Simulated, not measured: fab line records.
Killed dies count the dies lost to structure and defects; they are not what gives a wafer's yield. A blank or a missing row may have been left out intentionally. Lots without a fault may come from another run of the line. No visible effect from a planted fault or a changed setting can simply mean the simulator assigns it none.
8D (eight disciplines) problem report, filled in by code + flow sky130 + the parts of the form that need people (team, actions taken, sign-off) are left out

== 1. WHAT WENT WRONG ==
Mean of rf-fwd-power-W at SKY_LI_CONTACT_ETCH_14: 693.9 W across 6 wafers in 2 lots; on wafers with no fault it is 494.3 W (standard deviation 2.1). Measured from the usual mean, that is +95 standard deviations.
The step: etches BARC in N2/H2, stops on SiO2, time 45.9 s, target depth 60 nm.
Earliest sighting: wafer L389.1 on rie-diel-01 at day 32 08:28. The record has a number at this step for 36 wafers belonging to 12 lots. Rule for "out", or "out of limits": more than 4 standard deviations from the usual mean. Any other wafer with a number is counted as sound.

== 2. WHAT IT IS; WHAT IT IS NOT ==
| question                    | is                     | is not                                                                                             |
|-----------------------------|------------------------|----------------------------------------------------------------------------------------------------|
| which readings at this step | rf-fwd-power-W         | drypump-motor-current-A, oes-product-au                                                            |
| which lots                  | L389, L391             | L380, L382, L383, L386, L394, L396, L397, L399, L401, L402                                         |
| which wafers of those lots  | all that have a number | -                                                                                                  |
| read on which tools         | rie-diel-01            | rie-diel-03, rie-diel-04                                                                           |
| when                        | from day 32 08:28      | up to then (12 sound wafers); but 18 sound wafers of L394, L396, L397, L399, L401, L402 came after |

== 3. WHAT RULES OUT EACH SUSPECT ==
Counting: a tool at any process step up to the reading remains a suspect when it ran all the lots that are out and ran no sound lot after the first of those.
- rie-diel-01 at SKY_LI_CONTACT_ETCH_14 (etches BARC in N2/H2, stops on SiO2, time 45.9 s, target depth 60 nm): ruled out as a lasting fault. The sound lots L399, L401, L402 went through it after L389, its earliest lot that is out (day 32 08:28).
Left after counting: nothing in the record.

== 4. THE CAUSE (what the simulator had put in) ==
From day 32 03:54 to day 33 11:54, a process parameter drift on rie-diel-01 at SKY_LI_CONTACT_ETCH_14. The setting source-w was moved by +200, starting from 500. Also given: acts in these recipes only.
Counting ruled it out, wrongly.

== 5. SEQUENCE OF EFFECTS, ordered by route ==
Each row: a reading where the mean over the struck wafers with a number is more than 3 standard deviations away from the usual. Scope: only readings with a usual standard deviation given in the record; hours: median across lots of the time from each lot's start at the first step in this table that gives one to its start at this step; sigmas: change in usual standard deviations.
| hours | step                    | reading                  | usual   | on struck wafers | change | sigmas |
|-------|-------------------------|--------------------------|---------|------------------|--------|--------|
| 0     | SKY_LI_CONTACT_ETCH_14  | rf-fwd-power-W           | 494.3 W | 693.9            | +199.6 | +95    |
| 0     | SKY_LI_CONTACT_STRIP_16 | strip-time-to-endpoint-s | 3.485 s | 3.318            | -0.167 | -6.4   |
Its process steps:
- SKY_LI_CONTACT_ETCH_14: etches BARC in N2/H2, stops on SiO2, time 45.9 s, target depth 60 nm.
- SKY_LI_CONTACT_STRIP_16: strips in O2/N2.
At these later measuring or inspecting steps, every struck wafer for which the step has a row has a number for every such reading, and none has moved that far: SKY_LOCAL_INTERCONNECT_OVL_MEAS_12.

== 6. HOW IT WOULD HAVE BEEN CAUGHT EARLIER ==
The fault began at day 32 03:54; the first out-of-limits reading in this record came at day 32 08:28, 5 hours later.
